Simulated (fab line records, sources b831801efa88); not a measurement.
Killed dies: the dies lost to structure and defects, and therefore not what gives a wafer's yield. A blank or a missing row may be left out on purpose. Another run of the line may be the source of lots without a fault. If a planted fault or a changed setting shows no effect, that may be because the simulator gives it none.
fab line records | flow sky130
record: lots: 12 | wafers: 36 | last_day: 50
route steps=708 shown LDD_P@265 LDD_HVP@287 LDD_LDN@296 SD_P@326 PAD_OPEN@708
lots untouched by any fault: they come from a run of this same line in which no faults occurred
start_h: start of the lot's first displayed wafer, in hours after the record's first day | wait_h: how many hours have passed since the lot's step before this one | " the same as in the row above | L1.1+2: several wafers, shown together as one row | - no value present, or no start provided | * or withheld: withheld | < > ~ a bound
route shown NAME@n: a module of which the file shows steps, and the number in the route of the first | usual: mean/standard deviation of fault-free wafers | same: alike in all rows | chamber/n: place in a boat | sites: the reading at each site | _std_site: the standard deviation of these | _edge_site: outer sites' mean less inner sites' | radius_mm: how far each site lies from the wafer's centre | mask NAME#n: copy n | behind: the tool/chamber that last shaped the wafer | hold: why the lot went on hold/how many hours it stayed there/how the hold came to an end | device: which transistor (n, p or np) failed to switch | end of line: tests of these same wafers at the route's end | a step with no rows: only its recipe | killed: the dies lost at the first sort to structure and to defects; this is not the yield of the wafer | map: dies across one wafer; x = killed, . = not, _ = none there
set.NAME: setting as actually run; set.NAME@STEP: the setting as run at that earlier step | model.NAME: the simulator's own value behind a step, which no gauge read
a sample of lots followed through the steps of the route, with each step as a table and each wafer as a row
services: from which hour (start_h, from the record's first day; less than 0 if before it) a tool's chamber was out of use, for how many hours, and why
== steps ==
step: SKY_LDD_P_STRIP_10
recipe: chemistry: O2/N2 | power_w: 1400 | pressure_mtorr: 1500 | platen_temp_c: withheld | o2_flow_sccm: 3000 | n2_flow_sccm: 300 | overash_fraction: 0.5
usual: chamber_pressure_mTorr: 1500.1/1.4 | drypump_motor_current_A: 5.7/0.47 | oes_product_au: 0.715/0.0043 | strip_time_to_endpoint_s: 14.19/0.057
lot.wafer | tool            | chamber | start_h | wait_h | chamber_pressure_mTorr | drypump_motor_current_A | oes_product_au | rf_hours_counter_h | strip_time_to_endpoint_s
L770.1    | plasma_asher-01 | 0       | 434.13  | 0.1    | 1499.5                 | 5.3                     | 0.715          | 0                  | 14.19
L770.3    | "               | 1       | "       | "      | 1499.4                 | 6.1                     | 0.712          | -                  | 14.21
L770.6    | "               | 1       | "       | "      | 1501.2                 | 6.1                     | 0.712          | -                  | 14.18
L773.1    | plasma_asher-01 | 0       | 469.46  | 0.1    | 1499.0                 | 5.3                     | 0.717          | 4                  | 14.27
L773.2    | "               | 1       | "       | "      | 1498.0                 | 6.1                     | 0.708          | 4                  | 14.21
L773.5    | "               | 1       | "       | "      | 1503.5                 | 6.1                     | 0.714          | -                  | 14.25
L774.1    | plasma_asher-01 | 1       | 470.06  | 0.1    | 1499.1                 | 6.1                     | 0.712          | 5                  | 14.16
L774.3    | "               | 1       | "       | "      | 1500.2                 | 6.1                     | 0.712          | -                  | 14.21
L774.6    | "               | 0       | "       | "      | 1500.5                 | 5.3                     | 0.721          | -                  | 14.22
L779.3    | plasma_asher-03 | 1       | 523.72  | 0.1    | 1500.7                 | 5.1                     | 0.722          | -                  | 14.24
L779.4    | "               | 0       | "       | "      | 1499.2                 | 5.6                     | 0.711          | -                  | 14.19
L779.5    | "               | 1       | "       | "      | 1499.4                 | 5.1                     | 0.717          | -                  | 14.26
L781.1    | plasma_asher-04 | 1       | 543.60  | 0.1    | 1499.4                 | 6.4                     | 0.716          | 80                 | 14.21
L781.3    | "               | 1       | "       | "      | 1501.5                 | 6.4                     | 0.722          | -                  | 14.19
L781.6    | "               | 1       | "       | "      | 1499.6                 | 6.4                     | 0.715          | -                  | 14.20
L782.3    | plasma_asher-04 | 1       | 557.14  | 0.1    | 1500.2                 | 6.4                     | 0.716          | -                  | 14.21
L782.4    | "               | 0       | "       | "      | 1496.3                 | 5.3                     | 0.715          | -                  | 14.20
L782.6    | "               | 0       | "       | "      | 1500.4                 | 5.3                     | 0.718          | -                  | 14.20
L784.1    | plasma_asher-01 | 0       | 574.29  | 0.1    | 1497.5                 | 5.3                     | 0.716          | 14                 | 14.12
L784.3    | "               | 0       | "       | "      | 1501.4                 | 5.3                     | 0.723          | -                  | 14.17
L784.4    | "               | 1       | "       | "      | 1500.5                 | 6.1                     | 0.715          | -                  | 14.14
L786.1    | plasma_asher-01 | 1       | 583.43  | 0.1    | 1499.2                 | 6.1                     | 0.708          | 15                 | 14.07
L786.2    | "               | 0       | "       | "      | 1499.2                 | 5.4                     | 0.721          | 15                 | 14.14
L786.3    | "               | 0       | "       | "      | 1500.6                 | 5.3                     | 0.714          | -                  | 14.09
L785.3    | plasma_asher-03 | 0       | 584.29  | 0.1    | 1501.3                 | 5.6                     | 0.720          | -                  | 14.10
L785.4    | "               | 1       | "       | "      | 1499.0                 | 5.1                     | 0.716          | -                  | 14.09
L785.5    | "               | 0       | "       | "      | 1500.5                 | 5.6                     | 0.724          | -                  | 14.13
L789.2    | plasma_asher-01 | 1       | 600.84  | 0.1    | 1500.6                 | 6.1                     | 0.719          | 17                 | 14.17
L789.5    | "               | 0       | "       | "      | 1499.7                 | 5.3                     | 0.713          | -                  | 14.09
L789.6    | "               | 1       | "       | "      | 1498.9                 | 6.1                     | 0.713          | -                  | 14.13
L793.3    | plasma_asher-03 | 1       | 631.42  | 0.1    | 1500.2                 | 5.1                     | 0.720          | -                  | 14.11
L793.4    | "               | 0       | "       | "      | 1499.1                 | 5.6                     | 0.713          | -                  | 14.17
L793.6    | "               | 0       | "       | "      | 1501.0                 | 5.6                     | 0.716          | -                  | 14.14
L792.1    | plasma_asher-04 | 1       | 631.69  | 0.1    | 1499.9                 | 6.4                     | 0.716          | 89                 | 14.17
L792.5    | "               | 0       | "       | "      | 1500.9                 | 5.3                     | 0.722          | -                  | 14.16
L792.6    | "               | 1       | "       | "      | 1499.8                 | 6.4                     | 0.713          | -                  | 14.18
step: SKY_LDD_HVP_STRIP_09
recipe: chemistry: O2/N2 | power_w: 1400 | pressure_mtorr: 1500 | platen_temp_c: withheld | o2_flow_sccm: 3000 | n2_flow_sccm: 300 | overash_fraction: 0.5
usual: chamber_pressure_mTorr: 1499.9/1.3 | drypump_motor_current_A: 5.8/0.5 | oes_product_au: 0.408/0.0044 | strip_time_to_endpoint_s: 4.135/0.013
lot.wafer | tool            | chamber | start_h | wait_h | chamber_pressure_mTorr | drypump_motor_current_A | oes_product_au | rf_hours_counter_h | strip_time_to_endpoint_s
L770.1    | plasma_asher-04 | 0       | 495.38  | 0.1    | 1500.6                 | 5.3                     | 0.411          | 75                 | 4.140
L770.3    | "               | 0       | "       | "      | 1498.6                 | 5.3                     | 0.408          | -                  | 4.126
L770.6    | "               | 1       | "       | "      | 1500.8                 | 6.4                     | 0.403          | -                  | 4.122
L773.1    | plasma_asher-02 | 1       | 530.30  | 0.1    | 1499.9                 | 6.3                     | 0.409          | 74                 | 4.151
L773.2    | "               | 0       | "       | "      | 1498.7                 | 5.3                     | 0.413          | 74                 | 4.105
L773.5    | "               | 1       | "       | "      | 1499.4                 | 6.3                     | 0.414          | -                  | 4.124
L774.1    | plasma_asher-04 | 0       | 531.26  | 0.1    | 1498.8                 | 5.3                     | 0.412          | 79                 | 4.155
L774.3    | "               | 1       | "       | "      | 1501.5                 | 6.4                     | 0.405          | -                  | 4.140
L774.6    | "               | 1       | "       | "      | 1501.4                 | 6.4                     | 0.407          | -                  | 4.136
L779.3    | plasma_asher-02 | 0       | 583.27  | 0.1    | 1502.0                 | 5.3                     | 0.408          | -                  | 4.145
L779.4    | "               | 1       | "       | "      | 1501.2                 | 6.4                     | 0.405          | -                  | 4.139
L779.5    | "               | 1       | "       | "      | 1502.4                 | 6.4                     | 0.412          | -                  | 4.155
L781.1    | plasma_asher-02 | 0       | 602.01  | 0.1    | 1500.4                 | 5.3                     | 0.413          | 82                 | 4.132
L781.3    | "               | 0       | "       | "      | 1499.8                 | 5.3                     | 0.404          | -                  | 4.138
L781.6    | "               | 1       | "       | "      | 1500.3                 | 6.4                     | 0.416          | -                  | 4.140
L782.3    | plasma_asher-01 | 0       | 615.64  | 0.1    | 1500.9                 | 5.4                     | 0.406          | -                  | 4.126
L782.4    | "               | 1       | "       | "      | 1501.9                 | 6.1                     | 0.409          | -                  | 4.134
L782.6    | "               | 0       | "       | "      | 1500.3                 | 5.3                     | 0.403          | -                  | 4.139
L784.1    | plasma_asher-02 | 0       | 632.56  | 0.1    | 1501.0                 | 5.3                     | 0.410          | 85                 | 4.129
L784.3    | "               | 1       | "       | "      | 1500.5                 | 6.4                     | 0.407          | -                  | 4.114
L784.4    | "               | 0       | "       | "      | 1500.9                 | 5.3                     | 0.404          | -                  | 4.118
L786.1    | plasma_asher-04 | 1       | 641.28  | 0.1    | 1498.6                 | 6.4                     | 0.404          | 90                 | 4.126
L786.2    | "               | 0       | "       | "      | 1498.8                 | 5.3                     | 0.401          | 90                 | 4.146
L786.3    | "               | 1       | "       | "      | 1501.7                 | 6.4                     | 0.407          | -                  | 4.141
L785.3    | plasma_asher-04 | 1       | 641.79  | 0.1    | 1499.8                 | 6.4                     | 0.407          | -                  | 4.144
L785.4    | "               | 0       | "       | "      | 1498.3                 | 5.3                     | 0.413          | -                  | 4.146
L785.5    | "               | 1       | "       | "      | 1500.3                 | 6.4                     | 0.417          | -                  | 4.155
L789.2    | plasma_asher-01 | 0       | 658.63  | 0.1    | 1498.5                 | 5.4                     | 0.402          | 23                 | 4.139
L789.5    | "               | 1       | "       | "      | 1500.4                 | 6.1                     | 0.408          | -                  | 4.144
L789.6    | "               | 0       | "       | "      | 1501.0                 | 5.4                     | 0.411          | -                  | 4.140
L793.3    | plasma_asher-04 | 0       | 687.69  | 0.1    | 1498.2                 | 5.3                     | 0.405          | -                  | 4.137
L793.4    | "               | 1       | "       | "      | 1498.3                 | 6.4                     | 0.407          | -                  | 4.128
L793.6    | "               | 0       | "       | "      | 1499.5                 | 5.3                     | 0.415          | -                  | 4.131
L792.1    | plasma_asher-01 | 1       | 688.51  | 0.1    | 1499.6                 | 6.1                     | 0.411          | 26                 | 4.121
L792.5    | "               | 0       | "       | "      | 1498.1                 | 5.3                     | 0.410          | -                  | 4.147
L792.6    | "               | 1       | "       | "      | 1499.1                 | 6.1                     | 0.409          | -                  | 4.136
step: SKY_LDD_LDN_OVL_MEAS_07
usual: LDD_LDN_OVL: 0.1/1.1
lot.wafer | tool       | chamber | start_h | wait_h | LDD_LDN_OVL[nm]
L770.1    | overlay-02 | -       | 525.28  | 0.1    | -0.1
L770.3    | "          | -       | "       | "      | 1.6
L770.6    | "          | -       | "       | "      | -0.2
L773.1    | overlay-02 | -       | 560.23  | 0.1    | -0.5
L773.2    | "          | -       | "       | "      | -0.4
L773.5    | "          | -       | "       | "      | 2.3
L774.1    | overlay-02 | -       | 560.72  | 0.1    | -0.2
L774.3    | "          | -       | "       | "      | -1.0
L774.6    | "          | -       | "       | "      | 0.6
L779.3    | overlay-01 | -       | 611.71  | 0.1    | -0.3
L779.4    | "          | -       | "       | "      | 0.3
L779.5    | "          | -       | "       | "      | -1.3
L781.1    | overlay-02 | -       | 630.43  | 0.1    | -0.5
L781.3    | "          | -       | "       | "      | -0.9
L781.6    | "          | -       | "       | "      | 0.5
L782.3    | overlay-01 | -       | 644.08  | 0.1    | 0.5
L782.4    | "          | -       | "       | "      | 1.5
L782.6    | "          | -       | "       | "      | -0.3
L784.1    | overlay-02 | -       | 661.10  | 0.1    | 2.4
L784.3    | "          | -       | "       | "      | -0.8
L784.4    | "          | -       | "       | "      | 1.8
L786.1    | overlay-02 | -       | 669.80  | 0.1    | -0.4
L786.2    | "          | -       | "       | "      | -1.0
L786.3    | "          | -       | "       | "      | -2.0
L785.3    | overlay-02 | -       | 670.11  | 0.1    | 2.7
L785.4    | "          | -       | "       | "      | 2.2
L785.5    | "          | -       | "       | "      | 2.9
L789.2    | overlay-01 | -       | 686.64  | 0.1    | -0.4
L789.5    | "          | -       | "       | "      | -1.3
L789.6    | "          | -       | "       | "      | -1.7
L793.3    | overlay-01 | -       | 715.30  | 0.1    | 1.0
L793.4    | "          | -       | "       | "      | 0.7
L793.6    | "          | -       | "       | "      | -1.0
L792.1    | overlay-01 | -       | 716.07  | 0.1    | -1.5
L792.5    | "          | -       | "       | "      | -1.0
L792.6    | "          | -       | "       | "      | -2.5
step: SKY_SD_P_DEVELOP_06
recipe: resist: NOVOLAK | developer: TMAH | develop_time_s: 60 | dev_temp_c: 23
usual: chill_plate_temp_C: 22.97/0.1 | developer_temp_C: 23.00/0.094 | exhaust_pa: 45.2/1
lot.wafer | tool           | chamber | start_h | wait_h | chill_plate_temp_C | developer_temp_C | exhaust_pa
L770.1    | litho_track-03 | 0       | 585.87  | 0.1    | 22.83              | 23.07            | 46.8
L770.3    | "              | 0       | "       | "      | 22.82              | 23.00            | 45.4
L770.6    | "              | 0       | "       | "      | 22.89              | 23.14            | 47.1
L773.1    | litho_track-03 | 0       | 621.32  | 0.1    | 23.20              | 22.98            | 47.5
L773.2    | "              | 0       | "       | "      | 22.88              | 23.13            | 44.9
L773.5    | "              | 0       | "       | "      | 23.07              | 23.01            | 45.3
L774.1    | litho_track-03 | 0       | 623.42  | 0.1    | 23.01              | 23.05            | 45.2
L774.3    | "              | 0       | "       | "      | 22.90              | 23.24            | 46.0
L774.6    | "              | 0       | "       | "      | 23.02              | 23.20            | 47.0
L779.3    | litho_track-02 | 0       | 671.38  | 0.1    | 22.85              | 23.08            | 45.7
L779.4    | "              | 0       | "       | "      | 22.80              | 22.86            | 44.3
L779.5    | "              | 0       | "       | "      | 22.92              | 22.98            | 44.9
L781.1    | litho_track-03 | 0       | 689.37  | 0.1    | 22.96              | 20.80            | 45.9
L781.3    | "              | 0       | "       | "      | 22.96              | 20.78            | 45.6
L781.6    | "              | 0       | "       | "      | 22.98              | 20.86            | 45.8
L782.3    | litho_track-02 | 0       | 704.18  | 0.1    | 22.81              | 23.01            | 45.4
L782.4    | "              | 0       | "       | "      | 22.91              | 23.06            | 45.6
L782.6    | "              | 0       | "       | "      | 22.82              | 23.08            | 46.0
L784.1    | litho_track-03 | 0       | 720.57  | 0.1    | 22.99              | 20.59            | 44.5
L784.3    | "              | 0       | "       | "      | 22.83              | 20.63            | 43.7
L784.4    | "              | 0       | "       | "      | 22.96              | 20.76            | 42.8
L786.1    | litho_track-02 | 0       | 727.63  | 0.1    | 22.89              | 22.99            | 46.5
L786.2    | "              | 0       | "       | "      | 22.95              | 23.00            | 47.0
L786.3    | "              | 0       | "       | "      | 22.84              | 23.03            | 47.4
L785.3    | litho_track-04 | 0       | 729.33  | 0.1    | 22.94              | 23.07            | 45.1
L785.4    | "              | 0       | "       | "      | 23.07              | 22.97            | 45.1
L785.5    | "              | 0       | "       | "      | 22.93              | 22.97            | 45.2
L789.2    | litho_track-04 | 0       | 746.51  | 0.1    | 22.92              | 22.96            | 46.2
L789.5    | "              | 0       | "       | "      | 22.84              | 22.86            | 45.0
L789.6    | "              | 0       | "       | "      | 22.91              | 22.95            | 45.0
L793.3    | litho_track-02 | 0       | 772.33  | 0.1    | 23.17              | 22.75            | 44.5
L793.4    | "              | 0       | "       | "      | 23.00              | 22.80            | 44.2
L793.6    | "              | 0       | "       | "      | 23.05              | 22.94            | 43.6
L792.1    | litho_track-03 | 0       | 773.92  | 0.1    | 22.97              | 23.11            | 43.8
L792.5    | "              | 0       | "       | "      | 22.95              | 23.02            | 42.9
L792.6    | "              | 0       | "       | "      | 22.89              | 23.10            | 44.4
step: SKY_PAD_OPEN_PROBE_99
usual: killed_at_M0_to_M3: 43/7.1 | killed_at_M4_up: 3.2/1.7 | killed_at_contacts: 24/5.6 | killed_at_front_end: 16/5 | killed_at_other: 0.4/0.68 | killed_dies: 86/9.3 | killed_open: 47/7.1 | killed_short: 39/5.7
same: gross_dies: 492 | killed_at_back_side: 0
lot.wafer | tool      | chamber | start_h | wait_h | killed_at_M0_to_M3 | killed_at_M4_up | killed_at_contacts | killed_at_front_end | killed_at_other | killed_dies | killed_open | killed_short
L773.1    | prober-02 | -       | 1099.20 | 0.1    | 33                 | 1               | 18                 | 25                  | 0               | 77          | 46          | 31
L773.2    | prober-02 | -       | 1099.25 | 0.1    | 50                 | 2               | 22                 | 10                  | 1               | 85          | 50          | 34
L773.5    | prober-02 | -       | 1099.40 | 0.2    | 42                 | 2               | 20                 | 15                  | 0               | 79          | 42          | 37
L774.1    | prober-01 | -       | 1102.40 | 0.1    | 41                 | 5               | 18                 | 15                  | 1               | 80          | 39          | 39
L774.3    | prober-01 | -       | 1102.50 | 0.2    | 39                 | 2               | 12                 | 19                  | 0               | 72          | 34          | 37
L774.6    | prober-01 | -       | 1102.65 | 0.2    | 44                 | 7               | 26                 | 10                  | 0               | 87          | 44          | 43
L781.1    | prober-02 | -       | 1142.67 | 0.1    | 37                 | 1               | 28                 | 14                  | 0               | 80          | 50          | 30
L781.3    | prober-02 | -       | 1142.77 | 0.2    | 40                 | 4               | 25                 | 7                   | 0               | 76          | 44          | 32
L781.6    | prober-02 | -       | 1142.92 | 0.2    | 48                 | 2               | 26                 | 10                  | 0               | 86          | 44          | 42
L782.3    | prober-01 | -       | 1154.39 | 0.2    | 55                 | 6               | 8                  | 12                  | 0               | 81          | 39          | 42
L782.4    | prober-01 | -       | 1154.44 | 0.2    | 36                 | 4               | 13                 | 8                   | 0               | 61          | 34          | 27
L782.6    | prober-01 | -       | 1154.54 | 0.2    | 32                 | 5               | 15                 | 17                  | 0               | 69          | 38          | 31
L786.1    | prober-02 | -       | 1169.09 | 0.1    | 42                 | 2               | 27                 | 17                  | 0               | 88          | 49          | 39
L786.2    | prober-02 | -       | 1169.14 | 0.1    | 38                 | 4               | 28                 | 17                  | 1               | 88          | 52          | 35
L786.3    | prober-02 | -       | 1169.19 | 0.2    | 46                 | 3               | 25                 | 10                  | 0               | 84          | 43          | 41
L789.2    | prober-02 | -       | 1182.16 | 0.1    | 49                 | 2               | 29                 | 14                  | 0               | 94          | 51          | 42
L789.5    | prober-02 | -       | 1182.31 | 0.2    | 43                 | 5               | 23                 | 29                  | 0               | 100         | 58          | 42
L789.6    | prober-02 | -       | 1182.36 | 0.2    | 36                 | 5               | 27                 | 20                  | 0               | 88          | 46          | 41
L793.3    | prober-01 | -       | 1199.04 | 0.2    | 35                 | 5               | 24                 | 14                  | 1               | 79          | 36          | 43
L793.4    | prober-01 | -       | 1199.09 | 0.2    | 34                 | 7               | 25                 | 14                  | 0               | 80          | 41          | 39
L793.6    | prober-01 | -       | 1199.19 | 0.2    | 42                 | 1               | 13                 | 11                  | 0               | 67          | 31          | 36
L792.1    | prober-02 | -       | 1201.82 | 0.1    | 42                 | 1               | 13                 | 20                  | 0               | 76          | 37          | 39
L792.5    | prober-02 | -       | 1202.02 | 0.2    | 35                 | 4               | 27                 | 14                  | 0               | 80          | 45          | 35
L792.6    | prober-02 | -       | 1202.07 | 0.2    | 58                 | 4               | 20                 | 14                  | 0               | 96          | 58          | 38
killed by level:class
L773.1 CONTACT:geometric_particle:open=10 VIA1:geometric_particle:open=8 FIELD_ISO:geometric_particle:short=7 FIELD_ISO:geometric_particle:open=5 VIA3:geometric_particle:open=5 POLY_GATE:geometric_particle:open=4 LI_CONTACT:geometric_particle:open=4 METAL1:geometric_particle:short=4
L773.2 VIA3:geometric_particle:open=13 CONTACT:geometric_particle:open=8 METAL2:geometric_particle:short=8 VIA1:geometric_particle:open=8 LI_CONTACT:geometric_particle:open=6 VIA2:geometric_particle:open=6 LOCAL_INTERCONNECT:geometric_particle:short=5 METAL1:geometric_particle:short=4
L773.5 VIA1:geometric_particle:open=13 FIELD_ISO:geometric_particle:short=6 CONTACT:geometric_particle:open=6 VIA2:geometric_particle:open=6 VIA3:geometric_particle:open=6 LI_CONTACT:geometric_particle:open=5 LOCAL_INTERCONNECT:geometric_particle:short=5 POLY_GATE:geometric_particle:short=4
L774.1 CONTACT:geometric_particle:open=8 LI_CONTACT:geometric_particle:open=6 VIA1:geometric_particle:open=6 VIA3:geometric_particle:open=6 FIELD_ISO:geometric_particle:short=5 POLY_GATE:geometric_particle:short=5 METAL1:geometric_particle:short=5 VIA1:geometric_particle:short=5
L774.3 VIA1:geometric_particle:open=10 POLY_GATE:geometric_particle:short=7 VIA3:geometric_particle:open=7 METAL1:geometric_particle:short=6 METAL2:geometric_particle:short=4 FIELD_ISO:geometric_particle:open=3 POLY_GATE:geometric_particle:open=3 LOCAL_INTERCONNECT:geometric_particle:short=3
L774.6 VIA1:geometric_particle:short=12 CONTACT:geometric_particle:open=10 VIA2:geometric_particle:open=8 VIA1:geometric_particle:open=8 LI_CONTACT:geometric_particle:open=5 CONTACT:geometric_particle:short=4 METAL4:geometric_particle:short=4 FIELD_ISO:geometric_particle:open=3
L781.1 LI_CONTACT:geometric_particle:open=13 CONTACT:geometric_particle:open=10 VIA2:geometric_particle:open=7 VIA1:geometric_particle:open=6 VIA2:geometric_particle:short=5 POLY_GATE:geometric_particle:short=4 VIA3:geometric_particle:open=4 FIELD_ISO:geometric_particle:short=3
L781.3 CONTACT:geometric_particle:open=9 LI_CONTACT:geometric_particle:open=7 VIA2:geometric_particle:open=7 VIA2:geometric_particle:short=7 CONTACT:geometric_particle:short=5 METAL1:geometric_particle:short=5 VIA1:geometric_particle:open=5 METAL2:geometric_particle:short=4
L781.6 VIA1:geometric_particle:open=9 LI_CONTACT:geometric_particle:open=8 METAL1:geometric_particle:short=7 VIA2:geometric_particle:open=7 LI_CONTACT:geometric_particle:short=6 METAL2:geometric_particle:short=6 CONTACT:geometric_particle:open=5 FIELD_ISO:geometric_particle:short=4
L782.3 VIA3:geometric_particle:open=11 METAL2:geometric_particle:short=8 METAL1:geometric_particle:short=7 VIA1:geometric_particle:open=6 VIA3:geometric_particle:short=6 POLY_GATE:geometric_particle:short=5 VIA2:geometric_particle:open=5 METAL4:geometric_particle:short=5
L782.4 VIA1:geometric_particle:open=6 CONTACT:geometric_particle:open=5 VIA2:geometric_particle:open=5 VIA3:geometric_particle:open=5 VIA1:geometric_particle:short=4 FIELD_ISO:geometric_particle:short=3 FIELD_ISO:geometric_particle:open=3 CONTACT:geometric_particle:short=3
L782.6 VIA1:geometric_particle:open=9 CONTACT:geometric_particle:open=6 POLY_GATE:geometric_particle:short=5 METAL1:geometric_particle:short=4 VIA1:geometric_particle:short=4 METAL2:geometric_particle:short=4 VIA2:geometric_particle:open=4 VIA3:geometric_particle:open=4
L786.1 CONTACT:geometric_particle:open=8 VIA1:geometric_particle:open=8 LI_CONTACT:geometric_particle:open=7 FIELD_ISO:geometric_particle:short=6 VIA2:geometric_particle:open=5 METAL2:geometric_particle:open=5 VIA3:geometric_particle:open=5 POLY_GATE:geometric_particle:open=4
L786.2 CONTACT:geometric_particle:open=10 LI_CONTACT:geometric_particle:open=8 VIA1:geometric_particle:short=8 VIA2:geometric_particle:open=7 METAL2:geometric_particle:short=6 VIA3:geometric_particle:open=5 POLY_GATE:geometric_particle:short=4 POLY_GATE:geometric_particle:open=4
L786.3 METAL1:geometric_particle:short=11 LI_CONTACT:geometric_particle:open=10 VIA2:geometric_particle:open=8 CONTACT:geometric_particle:open=6 CONTACT:geometric_particle:short=6 VIA1:geometric_particle:open=6 POLY_GATE:geometric_particle:short=4 VIA3:geometric_particle:short=4
L789.2 VIA1:geometric_particle:open=14 LI_CONTACT:geometric_particle:open=9 CONTACT:geometric_particle:open=9 LOCAL_INTERCONNECT:geometric_particle:short=7 METAL2:geometric_particle:short=6 METAL1:geometric_particle:short=6 VIA1:geometric_particle:short=6 FIELD_ISO:geometric_particle:short=5
L789.5 VIA1:geometric_particle:open=12 CONTACT:geometric_particle:open=11 VIA2:geometric_particle:open=9 POLY_GATE:geometric_particle:short=6 FIELD_ISO:geometric_particle:open=5 POLY_GATE:geometric_particle:open=5 LI_CONTACT:geometric_particle:open=5 METAL2:geometric_particle:short=5
L789.6 CONTACT:geometric_particle:open=10 VIA1:geometric_particle:open=8 VIA1:geometric_particle:short=7 LOCAL_INTERCONNECT:geometric_particle:short=7 FIELD_ISO:geometric_particle:short=5 VIA2:geometric_particle:open=5 FIELD_ISO:geometric_particle:open=4 VIA3:geometric_particle:open=4
L793.3 VIA1:geometric_particle:open=12 METAL2:geometric_particle:short=9 FIELD_ISO:geometric_particle:short=7 LOCAL_INTERCONNECT:geometric_particle:short=6 LI_CONTACT:geometric_particle:open=5 CONTACT:geometric_particle:open=5 CONTACT:geometric_particle:short=5 METAL4:geometric_particle:short=4
L793.4 LI_CONTACT:geometric_particle:open=8 CONTACT:geometric_particle:open=8 METAL2:geometric_particle:short=8 VIA2:geometric_particle:open=7 METAL4:geometric_particle:short=6 VIA1:geometric_particle:open=6 FIELD_ISO:geometric_particle:short=4 FIELD_ISO:geometric_particle:open=4
L793.6 VIA1:geometric_particle:open=9 CONTACT:geometric_particle:short=7 VIA1:geometric_particle:short=7 VIA3:geometric_particle:open=6 VIA2:geometric_particle:open=5 METAL1:geometric_particle:short=4 METAL2:geometric_particle:short=4 VIA2:geometric_particle:short=3
L792.1 VIA3:geometric_particle:open=10 METAL3:geometric_particle:short=7 METAL1:geometric_particle:short=6 CONTACT:geometric_particle:open=6 VIA1:geometric_particle:short=5 FIELD_ISO:geometric_particle:short=4 POLY_GATE:geometric_particle:open=4 VIA2:geometric_particle:open=4
L792.5 LI_CONTACT:geometric_particle:open=12 VIA3:geometric_particle:open=7 CONTACT:geometric_particle:short=6 POLY_GATE:geometric_particle:open=5 VIA1:geometric_particle:open=5 VIA2:geometric_particle:open=5 FIELD_ISO:geometric_particle:short=4 METAL2:geometric_particle:short=4
L792.6 VIA1:geometric_particle:open=14 VIA3:geometric_particle:open=12 LI_CONTACT:geometric_particle:open=7 CONTACT:geometric_particle:open=7 VIA2:geometric_particle:open=6 METAL2:geometric_particle:short=6 FIELD_ISO:geometric_particle:open=5 METAL3:geometric_particle:short=5
== services ==
tool            | chamber | start_h | hours | kind
plasma_asher-01 | -       | 421.29  | 9.0   | pm
plasma_asher-01 | 0       | 421.29  | 9.0   | vent_cycle
plasma_asher-01 | 1       | 421.29  | 9.0   | vent_cycle
plasma_asher-01 | 0       | 430.29  | -     | clean
plasma_asher-01 | 1       | 430.29  | -     | clean
plasma_asher-02 | -       | 455.62  | 10.8  | repair
plasma_asher-02 | -       | 497.04  | 0.8   | repair
plasma_asher-01 | -       | 520.56  | 3.8   | repair
litho_track-03  | -       | 528.29  | -     | consumable_replace:filter
plasma_asher-04 | -       | 573.79  | 0.9   | repair
plasma_asher-03 | -       | 579.37  | 3.2   | repair
plasma_asher-03 | -       | 585.15  | 14.6  | pm
plasma_asher-03 | -       | 600.73  | 2.9   | repair
plasma_asher-01 | -       | 622.43  | 2.4   | repair
litho_track-02  | -       | 634.18  | -     | consumable_replace:filter
plasma_asher-04 | -       | 733.75  | 9.0   | pm
plasma_asher-04 | 0       | 733.75  | 9.0   | vent_cycle
plasma_asher-04 | 1       | 733.75  | 9.0   | vent_cycle
plasma_asher-04 | -       | 742.75  | 2.8   | pm
plasma_asher-04 | 0       | 742.75  | -     | clean
plasma_asher-04 | 1       | 742.75  | -     | clean
== key ==
first_sign: step: SKY_SD_P_DEVELOP_06 | reading: developer_temp_C | direction: down | sigmas: 24 | usual: * | struck: *
effect none on later readings
met_at SKY_SD_P_DEVELOP_06
struck_lots L781,L784
tester_left_out L781,L784
loop_trim: step: SKY_SD_P_EXPOSE_04 | setting: dose | lots: L784
not_acting_at SKY_LDD_P_STRIP_10,SKY_LDD_HVP_STRIP_09,SKY_LDD_LDN_OVL_MEAS_07
onset_between 623.42 689.37
fault: kind: process_parameter_drift | tool: litho_track-03 | chamber: - | onset_h: 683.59 | steps: SKY_SD_P_DEVELOP_06 | channel: dev_temp_c | offset: * | shape: step | end_h: 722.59 | acts_in: * | stated: *
tester_left_out: of these lots the tester's yield and bins aren't shown, on N5 and GAA mostly nor the transistor test; their killed dies are dies lost to structure and defects alone, not to doping, threshold or leakage, so they don't give the yield
loop_trim: a control loop set the setting to another value than it would have without faults
